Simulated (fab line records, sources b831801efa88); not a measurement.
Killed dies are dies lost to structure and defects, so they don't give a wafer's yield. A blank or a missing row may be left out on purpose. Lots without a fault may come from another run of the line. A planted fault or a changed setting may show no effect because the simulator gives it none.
Chamber matching | flow gf180mcu | GF_V2_CMP_04 on cmp-01: 4 sister chambers
The step polishes SiO2. 4 wafers are shown with their chamber, then 12 later ones without.

WAFERS WITH THEIR CHAMBER
wafer  | chamber | motor_current_A (A)
L081.5 | 2       | 12.7
L087.2 | 3       | 11.1
L088.5 | 1       | 9.5
L088.6 | 0       | 9.9

WAFERS WITHOUT THEIR CHAMBER
wafer  | motor_current_A (A)
L090.2 | 9.6
L090.3 | 10.2
L090.4 | 12.3
L095.2 | 11.2
L095.5 | 10.0
L095.6 | 9.3
L096.2 | 11.9
L096.3 | 9.2
L096.5 | 11.1
L097.1 | 11.4
L097.3 | 11.7
L097.5 | 12.3

WHICH CHAMBER EACH WENT THROUGH
wafer  | from the rows above          | in truth
L090.2 | can't be placed: 1 or 0      | 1
L090.3 | can't be placed: 0 or 1 or 3 | 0
L090.4 | 2                            | 2
L095.2 | 3                            | 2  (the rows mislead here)
L095.5 | can't be placed: 0 or 1      | 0
L095.6 | can't be placed: 1 or 0      | 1
L096.2 | can't be placed: 2 or 3      | 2
L096.3 | can't be placed: 1 or 0      | 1
L096.5 | 3                            | 3
L097.1 | 3                            | 3
L097.3 | can't be placed: 3 or 2      | 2
L097.5 | 2                            | 2
Placed correctly: 4 of 12. Can't be placed from these rows: 7 (the true chamber is among the candidates in 7). Placed wrongly: 1.
How it was worked out, from the rows above alone: a wafer's distance from a chamber is the root of the sum, over the readings, of the square of ((its reading less the chamber's mean) divided by the reading's scatter). The wafer belongs to the nearest chamber; if the next one is less than 2 further off, it can't be placed. A chamber's mean is the mean of its shown wafers. The scatter: with one shown wafer a chamber, the root of the mean of the squares of how far each hidden wafer lies from its nearest shown one.
